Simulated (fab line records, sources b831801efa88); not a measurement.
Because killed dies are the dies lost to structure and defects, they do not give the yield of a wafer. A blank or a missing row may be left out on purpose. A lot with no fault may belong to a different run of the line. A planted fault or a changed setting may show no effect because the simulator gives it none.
Code-filled problem report in 8D (eight disciplines) form ; flow gf180mcu ; the parts of the form that need people (team, actions taken, sign-off) are left out

1. WHAT IS WRONG
strip time to endpoint s at GF_M4_STRIP_17 reads a mean of 7.53 s on 3 wafers of 3 lots; wafers without a fault read 7.85 s with a standard deviation of 0.036. Measured from the usual mean, that is -8.9 standard deviations.
The step: strips in O2/N2.
The first sign was on wafer L878.6 at day 29 20:02, on plasma asher-01. Wafers with a number at this step in the record: 36, from 12 lots. By rule, "out" or "out of limits" means more than 4 standard deviations away from the usual mean. The rest of the wafers with a number are treated as sound.

2. WHAT IT IS, WHAT IT ISN'T
question;is;is not
which readings at this step;strip time to endpoint s;drypump motor current A, heater power w
which lots;L878, L879, L880;L859, L860, L861, L864, L865, L869, L870, L873, L881
which wafers of those lots;L878.6, L879.6, L880.6;L878.1, L878.4, L879.3, L879.4, L880.1, L880.5
read on which tools;plasma asher-01, plasma asher-04;plasma asher-03
when;from day 29 20:02;"up to then (26 sound wafers); but 7 sound wafers of L879, L880, L881 came after"

3. THE SUSPECTS, EACH WITH WHAT RULES IT OUT
Counting: any tool at a process step up to the reading remains a suspect provided it ran every lot that is out. Sound lots after the first of them don't rule it out here, since some wafers of a struck lot are sound.
- litho track-02 at GF_M4_COAT_09 (resist thk 1000 nm): kept. Every lot that is out went through it, the first being L878 (day 29 10:23); the last sound lot it ran before that was L873 (day 28 02:02).
Left after counting: litho track-02 at GF_M4_COAT_09.

4. THE CAUSE (what the simulator had put in)
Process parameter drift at GF_M4_COAT_09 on litho track-02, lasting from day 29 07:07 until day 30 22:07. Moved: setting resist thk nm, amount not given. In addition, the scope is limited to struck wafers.
Counting left only this tool.

5. THE EFFECT CHAIN, in route order
Rows list readings where the struck wafers' mean (over those with a number) sits beyond 3 standard deviations from the usual. Scope: only readings with a usual standard deviation given in the record; hours: median across lots of the time from each lot's start at the first step in this table that gives one to its start at this step; sigmas: change in usual standard deviations.
hours;step;reading;usual;on struck wafers;change;sigmas
0;GF_M4_STRIP_17;strip time to endpoint s;7.85 s;7.53;-0.32;-8.9
Its process steps:
- GF_M4_STRIP_17: strips in O2/N2.

6. HOW IT WOULD HAVE BEEN CAUGHT EARLIER
In this record the first reading out of limits was taken at day 29 20:02, 13 hours after the fault began at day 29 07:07.
Of the lots that are out (3), L880 began GF_M4_COAT_09 on litho track-02 after day 29 20:02. A tool hold placed at that time would have kept it from harm.
